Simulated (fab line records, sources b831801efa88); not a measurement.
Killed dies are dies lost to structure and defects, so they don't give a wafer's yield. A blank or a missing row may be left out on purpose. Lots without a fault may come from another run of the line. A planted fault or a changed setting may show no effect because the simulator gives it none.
Which tool did it? | flow gf180mcu | 24 lots, 72 wafers sampled, at 6 steps of a route of 602

WHAT THE GAUGES READ, wafer by wafer
GF_V3_OVL_MEAS_15. Usual: V3_OVL 2 nm, standard deviation 5.
lot  | measured     | on         | V3_OVL (nm) | flag
L074 | day 22 11:34 | overlay-01 | 2 -1 1      |
L075 | day 22 19:07 | overlay-01 | -3 2 4      |
L076 | day 23 02:35 | overlay-02 | 8 4 -5      |
L078 | day 24 00:13 | overlay-02 | -5 -1 -1    |
L077 | day 24 01:02 | overlay-02 | 4 1 0       |
L079 | day 24 12:28 | overlay-01 | 7 7 6       |
L080 | day 24 21:20 | overlay-02 | 4 10 7      |
L081 | day 25 04:17 | overlay-01 | 2 7 -2      |
L082 | day 25 07:47 | overlay-02 | -5 8 7      |
L083 | day 25 18:52 | overlay-02 | -5 -5 -11   |
L084 | day 26 04:57 | overlay-01 | -5 0 5      |
L085 | day 26 12:46 | overlay-01 | -3 -5 6     |
L086 | day 26 18:07 | overlay-02 | -2 3 1      |
L087 | day 26 22:37 | overlay-01 | 4 -1 3      |
L088 | day 27 07:31 | overlay-01 | -1 1 2      |
L089 | day 27 16:50 | overlay-02 | 7 0 7       |
L090 | day 27 20:44 | overlay-01 | -6 -7 5     |
L091 | day 28 01:32 | overlay-01 | 1 0 3       |
L092 | day 28 08:37 | overlay-02 | 4 7 6       |
L093 | day 28 19:19 | overlay-01 | 0 -6 1      |
L094 | day 29 00:25 | overlay-02 | 3 6 9       |
L095 | day 29 06:11 | overlay-02 | -3 7 -7     |
L096 | day 29 11:22 | overlay-02 | 5 -3 3      |
L097 | day 29 17:40 | overlay-02 | 6 8 10      |

GF_TOP_METAL_THK_MEAS_06: measures by xrf. Usual: TOP_METAL_ALCU_THK 900 nm, standard deviation 12.
lot  | measured     | on            | TOP_METAL_ALCU_THK (nm) | flag
L074 | day 27 08:34 | film_metro-03 | 865 893 883             |
L075 | day 27 14:07 | film_metro-03 | 917 894 894             |
L076 | day 27 21:31 | film_metro-04 | 877 892 883             |
L078 | day 28 16:25 | film_metro-02 | 902 905 903             |
L077 | day 28 18:10 | film_metro-03 | 895 874 891             |
L079 | day 29 03:14 | film_metro-04 | 907 892 906             |
L080 | day 29 10:44 | film_metro-02 | 913 901 907             |
L081 | day 29 17:46 | film_metro-03 | 902 901 897             |
L082 | day 29 19:53 | film_metro-04 | 906 914 893             |
L083 | day 30 05:31 | film_metro-04 | 904 904 907             |
L084 | day 30 14:23 | film_metro-02 | 905 905 905             |
L085 | day 30 21:34 | film_metro-02 | 921 902 906             |
L086 | day 31 03:01 | film_metro-02 | 897 913 900             |
L087 | day 31 06:45 | film_metro-02 | 910 894 906             |
L088 | day 31 15:02 | film_metro-04 | 914 900 901             |
L089 | day 31 22:23 | film_metro-04 | 921 918 933             |
L090 | day 32 02:23 | film_metro-02 | 899 900 913             |
L091 | day 32 06:02 | film_metro-03 | 894 895 890             |
L092 | day 32 12:13 | film_metro-02 | 898 896 888             |
L093 | day 32 20:46 | film_metro-03 | 912 916 905             |
L094 | day 33 01:49 | film_metro-03 | 882 886 886             |
L095 | day 33 06:41 | film_metro-02 | 917 917 924             |
L096 | day 33 10:36 | film_metro-03 | 919 906 898             |
L097 | day 33 15:12 | film_metro-04 | 897 889 880             |

WHICH TOOL RAN EACH LOT (tool, then ch and the chambers of the sampled wafers, then the start)
lot  | GF_V2_STRIP_18                       | GF_M3_STRIP_17                       | GF_V3_CVD_02                    | GF_V5_STRIP_18
L074 | plasma_asher-04 ch 0,1, day 20 08:47 | plasma_asher-03 ch 0,1, day 21 10:33 | pecvd-01 ch 1,2, day 21 11:34   | plasma_asher-02 ch 0,1, day 27 07:01
L075 | plasma_asher-01 ch 0,1, day 20 16:20 | plasma_asher-03 ch 0,1, day 21 17:49 | pecvd-04 ch 0,1,2, day 21 18:29 | plasma_asher-01 ch 0,1, day 27 12:34
L076 | plasma_asher-03 ch 1, day 21 01:22   | plasma_asher-03 ch 0,1, day 22 02:27 | pecvd-04 ch 0,1, day 22 03:07   | plasma_asher-04 ch 0,1, day 27 19:58
L078 | plasma_asher-04 ch 0,1, day 22 00:35 | plasma_asher-02 ch 0,1, day 23 00:51 | pecvd-03 ch 0,1,2, day 23 01:32 | plasma_asher-04 ch 0,1, day 28 14:49
L077 | plasma_asher-03 ch 0,1, day 22 00:56 | plasma_asher-01 ch 0,1, day 23 01:44 | pecvd-04 ch 0,2, day 23 02:26   | plasma_asher-02 ch 0,1, day 28 16:35
L079 | plasma_asher-04 ch 0,1, day 22 13:13 | plasma_asher-01 ch 0,1, day 23 13:04 | pecvd-01 ch 0,1, day 23 13:44   | plasma_asher-04 ch 0,1, day 29 01:38
L080 | plasma_asher-04 ch 0,1, day 22 22:12 | plasma_asher-01 ch 0,1, day 23 22:41 | pecvd-03 ch 0,1,2, day 23 23:19 | plasma_asher-04 ch 0,1, day 29 09:11
L081 | plasma_asher-03 ch 0,1, day 23 04:47 | plasma_asher-03 ch 0,1, day 24 05:21 | pecvd-03 ch 0,1,2, day 24 06:01 | plasma_asher-04 ch 0,1, day 29 16:08
L082 | plasma_asher-01 ch 0,1, day 23 08:42 | plasma_asher-01 ch 0,1, day 24 09:13 | pecvd-01 ch 0,2, day 24 09:51   | plasma_asher-01 ch 0,1, day 29 18:20
L083 | plasma_asher-04 ch 0,1, day 23 21:14 | plasma_asher-03 ch 0, day 24 20:23   | pecvd-03 ch 0,1, day 24 21:03   | plasma_asher-02 ch 0,1, day 30 03:54
L084 | plasma_asher-04 ch 0,1, day 24 07:01 | plasma_asher-03 ch 0,1, day 25 06:05 | pecvd-03 ch 0,1,2, day 25 06:43 | plasma_asher-02 ch 0,1, day 30 12:47
L085 | plasma_asher-01 ch 0,1, day 24 14:55 | plasma_asher-03 ch 0,1, day 25 14:21 | pecvd-04 ch 0,2, day 25 15:04   | plasma_asher-04 ch 0,1, day 30 20:01
L086 | plasma_asher-01 ch 0, day 24 21:43   | plasma_asher-02 ch 0,1, day 25 20:42 | pecvd-01 ch 0,1, day 25 21:24   | plasma_asher-02 ch 0,1, day 31 01:26
L087 | plasma_asher-03 ch 0,1, day 25 01:36 | plasma_asher-01 ch 0,1, day 26 00:42 | pecvd-01 ch 0,1, day 26 01:22   | plasma_asher-04 ch 0,1, day 31 05:10
L088 | plasma_asher-04 ch 0,1, day 25 10:17 | plasma_asher-01 ch 0,1, day 26 09:29 | pecvd-03 ch 0,1, day 26 10:11   | plasma_asher-01 ch 0,1, day 31 13:23
L089 | plasma_asher-04 ch 0,1, day 25 20:47 | plasma_asher-01 ch 0,1, day 26 19:18 | pecvd-03 ch 0,1,2, day 26 19:58 | plasma_asher-01 ch 0,1, day 31 20:49
L090 | plasma_asher-01 ch 0,1, day 26 00:26 | plasma_asher-03 ch 0,1, day 26 23:08 | pecvd-01 ch 0,1,2, day 27 00:14 | plasma_asher-01 ch 0,1, day 32 00:50
L091 | plasma_asher-04 ch 0,1, day 26 06:22 | plasma_asher-01 ch 1, day 27 04:09   | pecvd-03 ch 0,2, day 27 04:49   | plasma_asher-01 ch 0,1, day 32 04:28
L092 | plasma_asher-01 ch 0,1, day 26 12:52 | plasma_asher-03 ch 0,1, day 27 11:52 | pecvd-01 ch 1,2, day 27 12:32   | plasma_asher-02 ch 0,1, day 32 10:38
L093 | plasma_asher-03 ch 0,1, day 27 01:22 | plasma_asher-02 ch 0,1, day 27 22:25 | pecvd-04 ch 1,2, day 27 23:05   | plasma_asher-02 ch 0,1, day 32 19:12
L094 | plasma_asher-01 ch 0,1, day 27 05:37 | plasma_asher-03 ch 0,1, day 28 03:50 | pecvd-03 ch 0,2, day 28 04:30   | plasma_asher-01 ch 0,1, day 33 00:14
L095 | plasma_asher-04 ch 0,1, day 27 12:17 | plasma_asher-03 ch 0,1, day 28 10:11 | pecvd-03 ch 1,2, day 28 10:51   | plasma_asher-01 ch 0,1, day 33 04:59
L096 | plasma_asher-01 ch 0,1, day 27 18:19 | plasma_asher-02 ch 0,1, day 28 15:40 | pecvd-01 ch 1,2, day 28 16:20   | plasma_asher-01 ch 0,1, day 33 09:01
L097 | plasma_asher-04 ch 0,1, day 28 00:16 | plasma_asher-02 ch 0,1, day 28 21:25 | pecvd-03 ch 0,1, day 28 22:05   | plasma_asher-02 ch 0,1, day 33 13:38
- GF_V2_STRIP_18: strips in O2/N2.
- GF_M3_STRIP_17: strips in O2/N2.
- GF_V3_CVD_02: deposits SiO2 from TEOS, target thk 850 nm, time 94.851 s.
- GF_V5_STRIP_18: strips in O2/N2.

WHAT THE TOOLS THEMSELVES READ (means of the sampled wafers that have a number; where no wafer has one, the mark that the record gives instead)
GF_V2_STRIP_18. Usual: chamber_pressure_mTorr 1499.9 mTorr, standard deviation 1.4; drypump_motor_current_A 5.8 A, standard deviation 0.44; heater_power_w 330 W, standard deviation 42; oes_product_au 0.591 a.u., standard deviation 0.0052.
lot  | tool            | chamber_pressure_mTorr (mTorr) | drypump_motor_current_A (A) | heater_power_w (W) | oes_product_au (a.u.) | flag
L074 | plasma_asher-04 | 1501.0                         | 5.4                         | 329                | 0.589                 |
L075 | plasma_asher-01 | 1500.9                         | 5.9                         | 372                | 0.593                 |
L076 | plasma_asher-03 | 1499.6                         | 6.1                         | 321                | 0.596                 |
L078 | plasma_asher-04 | 1500.3                         | 5.9                         | 324                | 0.593                 |
L077 | plasma_asher-03 | 1500.9                         | 6.0                         | 303                | 0.586                 |
L079 | plasma_asher-04 | 1499.3                         | 5.4                         | 327                | 0.591                 |
L080 | plasma_asher-04 | 1498.8                         | 5.8                         | 324                | 0.587                 |
L081 | plasma_asher-03 | 1499.9                         | 6.0                         | 302                | 0.591                 |
L082 | plasma_asher-01 | 1500.2                         | 6.0                         | 341                | 0.592                 |
L083 | plasma_asher-04 | 1500.2                         | 5.4                         | 330                | 0.591                 |
L084 | plasma_asher-04 | 1499.4                         | 5.4                         | 326                | 0.594                 |
L085 | plasma_asher-01 | 1501.4                         | 5.9                         | 342                | 0.592                 |
L086 | plasma_asher-01 | 1500.8                         | 5.9                         | 406                | 0.587                 |
L087 | plasma_asher-03 | 1499.5                         | 6.0                         | 302                | 0.594                 |
L088 | plasma_asher-04 | 1499.2                         | 5.9                         | 329                | 0.586                 |
L089 | plasma_asher-04 | 1500.3                         | 5.5                         | 330                | 0.591                 |
L090 | plasma_asher-01 | 1500.6                         | 5.9                         | 375                | 0.594                 |
L091 | plasma_asher-04 | 1500.4                         | 5.9                         | 329                | 0.591                 |
L092 | plasma_asher-01 | 1500.4                         | 5.9                         | 339                | 0.592                 |
L093 | plasma_asher-03 | 1499.2                         | 5.9                         | 283                | 0.592                 |
L094 | plasma_asher-01 | 1499.0                         | 5.9                         | 380                | 0.587                 |
L095 | plasma_asher-04 | 1499.7                         | 5.5                         | 332                | 0.593                 |
L096 | plasma_asher-01 | 1500.6                         | 5.9                         | 382                | 0.596                 |
L097 | plasma_asher-04 | 1499.4                         | 5.5                         | 326                | 0.593                 |

GF_M3_STRIP_17. Usual: chamber_pressure_mTorr 1499.9 mTorr, standard deviation 1.4; drypump_motor_current_A 5.90 A, standard deviation 0.16; heater_power_w 312 W, standard deviation 50; oes_product_au 0.562 a.u., standard deviation 0.0044; strip_time_to_endpoint_s 7.99 s, standard deviation 0.054.
lot  | tool            | chamber_pressure_mTorr (mTorr) | drypump_motor_current_A (A) | heater_power_w (W) | oes_product_au (a.u.) | strip_time_to_endpoint_s (s) | flag
L074 | plasma_asher-03 | 1501.0                         | 5.98                        | 295                | 0.558                 | 7.94                         |
L075 | plasma_asher-03 | 1500.2                         | 5.97                        | 296                | 0.567                 | 8.03                         |
L076 | plasma_asher-03 | 1499.7                         | 5.98                        | 300                | 0.556                 | 7.90                         |
L078 | plasma_asher-02 | 1499.9                         | 5.91                        | 281                | 0.562                 | 7.98                         |
L077 | plasma_asher-01 | 1500.5                         | 5.93                        | 344                | 0.560                 | 7.93                         |
L079 | plasma_asher-01 | 1499.1                         | 5.92                        | 339                | 0.563                 | 7.95                         |
L080 | plasma_asher-01 | 1499.6                         | 5.93                        | 342                | 0.560                 | 7.95                         |
L081 | plasma_asher-03 | 1500.9                         | 5.89                        | 282                | 0.566                 | 8.02                         |
L082 | plasma_asher-01 | 1499.4                         | 5.92                        | 342                | 0.560                 | 7.97                         |
L083 | plasma_asher-03 | 1499.2                         | 5.75                        | 256                | 0.557                 | 7.92                         |
L084 | plasma_asher-03 | 1500.8                         | 5.99                        | 300                | 0.562                 | 8.01                         |
L085 | plasma_asher-03 | 1500.9                         | 5.88                        | 282                | 0.563                 | 7.92                         |
L086 | plasma_asher-02 | 1499.6                         | 5.89                        | 279                | 0.566                 | 8.06                         |
L087 | plasma_asher-01 | 1499.7                         | 5.92                        | 378                | 0.561                 | 7.97                         |
L088 | plasma_asher-01 | 1501.7                         | 5.91                        | 373                | 0.564                 | 8.01                         |
L089 | plasma_asher-01 | 1500.9                         | 5.93                        | 339                | 0.560                 | 7.96                         |
L090 | plasma_asher-03 | 1499.5                         | 5.85                        | 283                | 0.563                 | 8.00                         |
L091 | plasma_asher-01 | 1499.1                         | 5.93                        | 308                | 0.562                 | 8.08                         |
L092 | plasma_asher-03 | 1499.4                         | 5.84                        | 279                | 0.564                 | 8.09                         |
L093 | plasma_asher-02 | 1499.3                         | 5.88                        | 283                | 0.564                 | 8.05                         |
L094 | plasma_asher-03 | 1500.7                         | 5.87                        | 279                | 0.563                 | 8.01                         |
L095 | plasma_asher-03 | 1501.2                         | 5.90                        | 280                | 0.562                 | 8.00                         |
L096 | plasma_asher-02 | 1498.5                         | 5.75                        | 292                | 0.563                 | 8.02                         |
L097 | plasma_asher-02 | 1500.2                         | 5.86                        | 286                | 0.562                 | 8.03                         |

GF_V3_CVD_02. Usual: heater_power_w 722 W, standard deviation 100.
lot  | tool     | heater_power_w (W) | flag
L074 | pecvd-01 | 732                |
L075 | pecvd-04 | 781                |
L076 | pecvd-04 | 825                |
L078 | pecvd-03 | 696                |
L077 | pecvd-04 | 747                |
L079 | pecvd-01 | 807                |
L080 | pecvd-03 | 707                |
L081 | pecvd-03 | 743                |
L082 | pecvd-01 | 608                |
L083 | pecvd-03 | 660                |
L084 | pecvd-03 | 640                |
L085 | pecvd-04 | 726                |
L086 | pecvd-01 | 751                |
L087 | pecvd-01 | 789                |
L088 | pecvd-03 | 696                |
L089 | pecvd-03 | 694                |
L090 | pecvd-01 | 676                |
L091 | pecvd-03 | 722                |
L092 | pecvd-01 | 766                |
L093 | pecvd-04 | 821                |
L094 | pecvd-03 | 713                |
L095 | pecvd-03 | 655                |
L096 | pecvd-01 | 723                |
L097 | pecvd-03 | 691                |

GF_V5_STRIP_18. Usual: chamber_pressure_mTorr 1499.9 mTorr, standard deviation 1.4; drypump_motor_current_A 5.8 A, standard deviation 0.37; heater_power_w 327 W, standard deviation 45; oes_product_au 0.568 a.u., standard deviation 0.0044.
lot  | tool            | chamber_pressure_mTorr (mTorr) | drypump_motor_current_A (A) | heater_power_w (W) | oes_product_au (a.u.) | flag
L074 | plasma_asher-02 | 1499.8                         | 5.9                         | 282                | 0.567                 |
L075 | plasma_asher-01 | 1499.9                         | 5.9                         | 379                | 0.570                 |
L076 | plasma_asher-04 | 1498.7                         | 5.4                         | 332                | 0.570                 |
L078 | plasma_asher-04 | 1498.6                         | 5.9                         | 326                | 0.565                 |
L077 | plasma_asher-02 | 1499.7                         | 5.7                         | 294                | 0.569                 |
L079 | plasma_asher-04 | 1500.7                         | 5.4                         | 329                | 0.566                 |
L080 | plasma_asher-04 | 1499.6                         | 5.4                         | 332                | 0.569                 |
L081 | plasma_asher-04 | 1500.0                         | 5.9                         | 323                | 0.565                 |
L082 | plasma_asher-01 | 1500.9                         | 6.0                         | 345                | 0.565                 |
L083 | plasma_asher-02 | 1500.9                         | 5.9                         | 283                | 0.568                 |
L084 | plasma_asher-02 | 1500.3                         | 5.7                         | 291                | 0.567                 |
L085 | plasma_asher-04 | 1499.7                         | 5.9                         | 323                | 0.571                 |
L086 | plasma_asher-02 | 1499.9                         | 5.9                         | 282                | 0.567                 |
L087 | plasma_asher-04 | 1500.1                         | 5.4                         | 327                | 0.563                 |
L088 | plasma_asher-01 | 1499.8                         | 5.9                         | 377                | 0.568                 |
L089 | plasma_asher-01 | 1500.1                         | 5.9                         | 349                | 0.569                 |
L090 | plasma_asher-01 | 1500.4                         | 6.0                         | 344                | 0.564                 |
L091 | plasma_asher-01 | 1500.2                         | 5.9                         | 343                | 0.565                 |
L092 | plasma_asher-02 | 1499.8                         | 5.7                         | 291                | 0.573                 |
L093 | plasma_asher-02 | 1500.8                         | 5.7                         | 291                | 0.570                 |
L094 | plasma_asher-01 | 1501.1                         | 6.0                         | 341                | 0.566                 |
L095 | plasma_asher-01 | 1499.0                         | 5.9                         | 344                | 0.561                 |
L096 | plasma_asher-01 | 1500.8                         | 5.9                         | 380                | 0.570                 |
L097 | plasma_asher-02 | 1499.9                         | 5.9                         | 282                | 0.567                 |

THE ANSWER, worked out from the rows above alone
Rule: a lot is off if the mean of its wafers that have a number lies more than 3 standard deviations from the usual mean. A lot without any number at a reading at which 4 lots or more have one is off too. The other lots that the step has rows for count as sound. The gauges are gone through in route order, then the tools' own readings, and for those a lot's mean is taken as printed above. The first step at which some lot is off is used, and at that step the reading that is off furthest; a lot without a number counts as furthest.
No lot is off at any reading shown: from this, nothing can be told.

WHAT THE SIMULATOR HAD PUT IN
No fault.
